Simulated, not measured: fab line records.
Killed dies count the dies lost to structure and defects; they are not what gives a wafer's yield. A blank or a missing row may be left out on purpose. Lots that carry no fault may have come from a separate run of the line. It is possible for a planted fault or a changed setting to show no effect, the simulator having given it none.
A struck lot beside a sound one	flow sfq line	14 steps out of a route of 325
Sound: these wafers, L760.2, L760.5, L760.6. Wafers struck: L762.2, L762.4, L762.6. The cause is named last.
For every step that has rows: the tool of each side, followed by ch and its chambers, followed by its first start. Under that, the readings that differ: sound wafers	struck wafers	difference of the means	sigmas: that difference in standard deviations of wafers without a fault.
alike: same words and numbers on both sides, and readings whose means sit less than 2 such deviations apart. not compared: any withheld reading, any reading some wafer has no value for, any bound like >300 that may hide the same value, and any number with overlapping values for which the record gives no deviation.
A row with sigmas, a row that says differs or no value, or rows on one side alone: a step with any of these is where the two part. When numbers do not overlap yet have no deviation, they are printed without sigmas and do not part them. A reading that every wafer of one side lacks parts them only if that side has two wafers or more.

first, 3 steps without rows for these wafers: SFQ_TRILAYER_I5_LITHO_EXPOSE_145 (exposes mask I5, target cd 700 nm); SFQ_TRILAYER_I5_LITHO_PEB_147 (peb time 60 s); SFQ_TRILAYER_I5_LITHO_DEVELOP_146 (time 60 s).
SFQ_I5_OVL_MEAS_936:
  sound: overlay-02 at day 71 20:34; struck: overlay-01 at day 72 05:09
  alike: I5_OVL
SFQ_TRILAYER_I5_BARC_OPEN_VIA_ETCH_200: etches BARC in O2, target depth 125 nm, time 41.7 s.
  sound on rie diel-03 ch 1,2,3, day 71 20:36; struck on rie diel-03 ch 0,1,2, day 72 05:11
  alike: drypump motor current A, oes product au
  not compared: rf hours counter h
SFQ_TRILAYER_I5_ETCH_VIA_ETCH_147: etches the open film in CHF3, stops on Nb, target depth 360 nm.
  sound on rie diel-03 ch 1,2,3, day 71 20:38; struck on rie diel-03 ch 0,1,2, day 72 05:13
  alike: drypump motor current A, oes product au
SFQ_TRILAYER_I5_STRIP_STRIP_148: strips in O2.
  sound on rie metal-02 ch 0,1, day 71 20:47; struck on rie metal-03 ch 0,1, day 72 05:22
reading	sound	struck	difference	sigmas
oes product au (a.u.)	0.980 0.983 0.981	1.008 1.001 1.001	+0.022	+3
  alike: drypump motor current A, he backside leak sccm
  not compared: rf hours counter h
then, 5 steps without rows for these wafers: SFQ_TRILAYER_I5_STRIP_SOLV_CLEAN_149 (cleans in NMP, time 600 s); SFQ_TRILAYER_C5_LITHO_COAT_156 (resist thk 62 nm); SFQ_TRILAYER_C5_LITHO_COAT_151 (resist thk 650 nm); SFQ_TRILAYER_C5_LITHO_SOFTBAKE_155; SFQ_TRILAYER_C5_LITHO_EXPOSE_152 (exposes mask C5, target cd 500 nm).
-- the record jumps here: 4 days lie between the struck wafers' starts before and after --
SFQ_TRILAYER_C5_LITHO_PEB_154: peb time 60 s.
  struck on litho track-03, day 76 14:17; sound on litho track-04 ch 0, day 76 11:53
  no value came back on the struck wafers for chill plate temp C (C), exhaust pa (Pa); on the sound wafers chill plate temp C (C) reads 23.01 23.13 23.05
then, 1 step without rows for these wafers: SFQ_TRILAYER_C5_LITHO_DEVELOP_153 (time 60 s).

WHERE THEY PART
At SFQ_TRILAYER_I5_STRIP_STRIP_148 first; at SFQ_TRILAYER_C5_LITHO_PEB_154 last (within this record only).

WHY: whatever the simulator had introduced
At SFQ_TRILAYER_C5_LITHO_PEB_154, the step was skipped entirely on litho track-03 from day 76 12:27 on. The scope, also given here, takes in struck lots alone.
